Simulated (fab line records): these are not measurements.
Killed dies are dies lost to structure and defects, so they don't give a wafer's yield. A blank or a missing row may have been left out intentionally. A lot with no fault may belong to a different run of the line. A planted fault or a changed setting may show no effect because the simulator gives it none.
The same fault as seen by 2 desks	flow sky130	each desk has only its own numbers; what lay behind them comes last

## TOOL OWNER'S DESK, implanter-02
The tool's own readings at SKY_NWELL_IMPLANT_11: means of the sampled wafers that have a number, for each lot that ran on this tool. Marked OUT: a lot whose mean sits more than 4 standard deviations from the usual mean, which makes it out of limits; the brackets give that distance.
Columns: A = beam energy keV at SKY_NWELL_IMPLANT_11, usual 400.02; B = beam on s at SKY_NWELL_IMPLANT_11, usual 9.98 s
lot	first seen here	A	B
L894	day 5 05:58	399.85	10.09
L898	day 6 02:24	399.90	9.94
L902	day 7 01:45	307.69 (-99 or more) OUT	10.16
L904	day 7 09:54	307.77 (-99 or more) OUT	9.91
L906	day 7 22:23	307.92 (-99 or more) OUT	10.09
L915	day 10 13:48	399.93	9.83
This desk finds L902, L904, L906 out of limits, L902 being first, at day 7 01:45 (beam energy keV at SKY_NWELL_IMPLANT_11). L894, L898, L915: within limits.

## METROLOGY DESK
Lot by lot, what the gauges showed, no matter which tool ran the lot: averages of those sampled wafers that carry a number. Marked OUT: a lot whose mean sits more than 4 standard deviations from the usual mean, which makes it out of limits; the brackets give that distance.
Columns: A = NWELL_TW at SKY_NWELL_TW_MEAS_15, usual 1821; B = NWELL_RS at SKY_NWELL_RS_MEAS_29, usual 624.8 ohm/sq; C = SONOS_ONO_OXIDATION_THK at SKY_SONOS_ONO_THK_MEAS_01, usual 2.60 nm; D = POLY_GATE_OXIDATION_THK at SKY_POLY_GATE_THK_MEAS_21, usual 3.99 nm
lot	first seen here	A	B	C	D
L894	day 5 06:29	1805	623.4	2.53	4.16
L895	day 5 14:08	1830	623.0	2.60	3.88
L897	day 5 22:14	1828	622.6	2.52	4.06
L898	day 6 02:57	1818	624.9	2.56	4.06
L901	day 6 19:29	1817	624.4	2.65	4.04
L902	day 7 02:18	1759 (-7.8) OUT	668.8 (+29) OUT	2.61	3.89
L904	day 7 10:26	1770 (-6.5) OUT	666.8 (+28) OUT	2.56	3.96
L906	day 7 22:56	1767 (-6.8) OUT	666.5 (+28) OUT	2.71	3.95
L907	day 8 05:00	1829	625.0	2.71	3.98
L910	day 9 01:22	1828	624.4	2.63	3.96
L912	day 9 14:54	1826	626.7	2.60	3.94
L915	day 10 14:21	1824	622.8	2.56	3.89
Finding of this desk: L902, L904, L906 out of limits, first seen on L902 at day 7 02:18 (NWELL_TW at SKY_NWELL_TW_MEAS_15). L894, L895, L897, L898, L901, L907, L910, L912, L915: within limits.

## ALL TOGETHER
An alarm could have come from the tool owner's desk at day 7 01:45, on L902, L904, L906.
An alarm was possible from the metrology desk at day 7 02:18, on L902, L904, L906.
SKY_NWELL_IMPLANT_11 was run on implanter-02 by each of the lots named.

## WHAT THE SIMULATOR HAD PUT IN
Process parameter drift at SKY_NWELL_IMPLANT_11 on implanter-02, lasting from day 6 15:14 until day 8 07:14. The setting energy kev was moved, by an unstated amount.
Struck lots among those shown: L902, L904, L906.
Counting hours from when the fault started, the first reading out of limits came at 11 for the tool owner's desk and at 11 for the metrology desk.
